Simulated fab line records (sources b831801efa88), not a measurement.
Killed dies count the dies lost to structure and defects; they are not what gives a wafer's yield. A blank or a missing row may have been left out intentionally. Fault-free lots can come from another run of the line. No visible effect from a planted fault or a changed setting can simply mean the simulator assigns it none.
Matching of chambers :: flow sky130 :: SKY_VIA4_CMP_02 on cmp-02 has 4 sister chambers
The step polishes SiO2. 4 wafers are shown with their chamber, then 12 later ones without.

WAFERS PAIRED WITH THEIR CHAMBERS
wafer: L086.4
chamber: 0
motorCurrentA (A): 12.0

wafer: L086.5
chamber: 2
motorCurrentA (A): 13.5

wafer: L091.3
chamber: 1
motorCurrentA (A): 14.1

wafer: L091.6
chamber: 3
motorCurrentA (A): 11.7

WAFERS WITH NO CHAMBER GIVEN
wafer: L092.1
motorCurrentA (A): 14.0

wafer: L092.2
motorCurrentA (A): 12.5

wafer: L092.6
motorCurrentA (A): 12.5

wafer: L094.1
motorCurrentA (A): 12.6

wafer: L094.3
motorCurrentA (A): 12.6

wafer: L094.5
motorCurrentA (A): 12.6

wafer: L095.1
motorCurrentA (A): 12.4

wafer: L095.2
motorCurrentA (A): 12.3

wafer: L095.6
motorCurrentA (A): 13.8

wafer: L097.2
motorCurrentA (A): 12.6

wafer: L097.3
motorCurrentA (A): 12.2

wafer: L097.5
motorCurrentA (A): 11.6

WHICH CHAMBER EACH ONE RAN IN
wafer: L092.1
from the rows above: can't be placed: 1 or 2
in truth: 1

wafer: L092.2
from the rows above: can't be placed: 0 or 3 or 2
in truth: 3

wafer: L092.6
from the rows above: can't be placed: 0 or 3 or 2
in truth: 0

wafer: L094.1
from the rows above: can't be placed: 0 or 2 or 3
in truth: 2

wafer: L094.3
from the rows above: can't be placed: 0 or 2 or 3
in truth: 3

wafer: L094.5
from the rows above: can't be placed: 0 or 2 or 3
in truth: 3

wafer: L095.1
from the rows above: can't be placed: 0 or 3 or 2
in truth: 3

wafer: L095.2
from the rows above: can't be placed: 0 or 3
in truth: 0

wafer: L095.6
from the rows above: can't be placed: 1 or 2
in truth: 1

wafer: L097.2
from the rows above: can't be placed: 0 or 2 or 3
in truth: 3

wafer: L097.3
from the rows above: can't be placed: 0 or 3
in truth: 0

wafer: L097.5
from the rows above: can't be placed: 3 or 0
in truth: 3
Correctly placed: 0 of 12. Not placeable from these rows: 12 (in 12, the candidates include the true chamber). Wrongly placed: 0.
How it was worked out, from the rows above alone: a wafer's distance from a chamber is the root of the sum, over the readings, of the square of ((its reading less the chamber's mean) divided by the reading's scatter). The wafer belongs to the nearest chamber; if the next one is less than 2 further off, it can't be placed. The mean given for a chamber averages the wafers shown for that chamber. The scatter: with one shown wafer a chamber, the root of the mean of the squares of how far each hidden wafer lies from its nearest shown one.
